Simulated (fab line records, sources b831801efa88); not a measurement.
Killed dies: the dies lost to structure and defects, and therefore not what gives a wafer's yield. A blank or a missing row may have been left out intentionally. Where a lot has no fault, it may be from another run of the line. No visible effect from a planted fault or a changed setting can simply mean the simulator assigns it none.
Comparing a struck lot with a sound one	flow sky130	17 out of 708 route steps
Sound: the wafers L650.4, L650.5, L650.6. Struck: wafer L648.1 (L648.3, L648.5, from the same lot, were not struck and are left out); the cause is given at the end.
Each step with rows lists, per side, the tool, then ch with its chambers, then its first start. Under that, the readings that differ: sound wafers	struck wafers	difference of the means	sigmas: that difference in standard deviations of wafers without a fault.
alike: readings whose means differ by less than 2 such deviations, and words and numbers that are the same on both sides. not compared: withheld readings, readings that some wafer has no value for, bounds like >300 that may hide the same value, and numbers for which the record gives no deviation and whose values overlap.
Wherever a step has rows on one side only, a row that says differs or no value, or a row with sigmas, the two part there. Numbers that have no deviation but don't overlap get no sigmas and don't part them. A reading that every wafer of one side lacks parts them only if that side has two wafers or more.

first, 1 step without rows for these wafers: SKY_VT_ADJUST_NCORE_IMPLANT_09.
SKY_VT_ADJUST_NCORE_STRIP_10: strips in O2/N2.
  sound on plasma-asher-04 ch 0,1, day 11 09:46; struck on plasma-asher-04 ch 1, day 10 21:17
reading	sound	struck	difference	sigmas
rf-hours-counter-h (h)	- - -	11	no value on the sound wafers	
strip-time-to-endpoint-s (s)	14.07 14.10 14.15	14.21	+0.10	+3
  alike: drypump-motor-current-A, oes-product-au
SKY_VT_ADJUST_NCORE_TW_MEAS_11:
  sound: film-metro-01 at day 11 09:52; struck: film-metro-01 at day 10 21:23
  alike: VT_ADJUST_NCORE_TW
then, 7 steps without rows for these wafers: SKY_VT_ADJUST_HVTR_DEHYDRATE_00 (time 60 s); SKY_VT_ADJUST_HVTR_HMDS_01 (prime time 60 s); SKY_VT_ADJUST_HVTR_COAT_02 (resist thk 1140 nm); SKY_VT_ADJUST_HVTR_SOFTBAKE_03 (time 60 s); SKY_VT_ADJUST_HVTR_EXPOSE_04 (exposes mask HVTRM, target cd 380 nm); SKY_VT_ADJUST_HVTR_PEB_05; SKY_VT_ADJUST_HVTR_DEVELOP_06 (develop time 60 s).
SKY_VT_ADJUST_HVTR_CD_MEAS_07 targets a cd of 380 nm.
  sound: cd-sem-02 at day 12 10:00; struck: cd-sem-02 at day 11 20:38
  alike: cd-nm
SKY_VT_ADJUST_HVTR_OVL_MEAS_08:
  sound: overlay-02 at day 12 10:05; struck: overlay-02 at day 11 20:46
  alike: VT_ADJUST_HVTR_OVL
SKY_VT_ADJUST_HVTR_IMPLANT_09:
  sound on implanter-04 ch 0, day 12 10:10; struck on implanter-01 ch 0, day 11 20:48
reading	sound	struck	difference	sigmas
beam-on-s (s)	10.25 10.12 9.88	7.75	-2.33	-11
faraday-current-uA	11.57 11.67 11.94	15.33	+3.60	+15
SKY_VT_ADJUST_HVTR_STRIP_10: strips in O2/N2.
  sound on plasma-asher-02 ch 0,1, day 12 10:17; struck on plasma-asher-03 ch 0, day 11 20:57
reading	sound	struck	difference	sigmas
rf-hours-counter-h (h)	- - -	44	no value on the sound wafers	
  alike: drypump-motor-current-A, oes-product-au, strip-time-to-endpoint-s
SKY_VT_ADJUST_HVTR_TW_MEAS_11:
  sound: film-metro-02 at day 12 10:23; struck: film-metro-02 at day 11 21:03
reading	sound	struck	difference	sigmas
VT_ADJUST_HVTR_TW	211.0 209.6 209.8	199.7	-10.4	-7
then, 1 step without rows for these wafers: SKY_VT_ADJUST_PCH_DEHYDRATE_00 (time 60 s).
-- record jumps: 36 days separate the struck wafers' starts on either side; left off in module VT_ADJUST_PCH, taken up again in module PAD_OPEN, whose first shown step is the route's number 708 --
SKY_PAD_OPEN_PROBE_99:
  sound: prober-02 at day 48 08:26; struck: prober-02 at day 47 23:44
reading	sound	struck	difference	sigmas
killed_at_M0_to_M3	41 51 54	33	-16	-2
killed-at-contacts	23 22 20	35	+13	+3
model.etest.pfet_01v8_mvt.drive-ua-um	150 153.2 154.3	143.4	-9.1	
model.etest.pfet_01v8_mvt.off-log10-a-um	-10.77 -10.54 -10.36	-11.15	-0.59	
model.etest.pfet_01v8_mvt.vt-sat-v (V)	-0.5667 -0.55 -0.5479	-0.6126	-0.0577	
model.etest.pfet_01v8_mvt.vt-v (V)	-0.6519 -0.6397 -0.6395	-0.6879	-0.0442	
model.etest.pfet_01v8_mvt.vt-long-v (V)	-0.8517 -0.8483 -0.849	-0.891	-0.041	
  alike: killed_at_M4_up, killed-at-front-end, killed-at-other, killed-dies, killed-open, killed-short

WHERE THEY PART
Earliest at SKY_VT_ADJUST_NCORE_STRIP_10; latest, in this record, at SKY_PAD_OPEN_PROBE_99.

WHY: the cause the simulator had injected
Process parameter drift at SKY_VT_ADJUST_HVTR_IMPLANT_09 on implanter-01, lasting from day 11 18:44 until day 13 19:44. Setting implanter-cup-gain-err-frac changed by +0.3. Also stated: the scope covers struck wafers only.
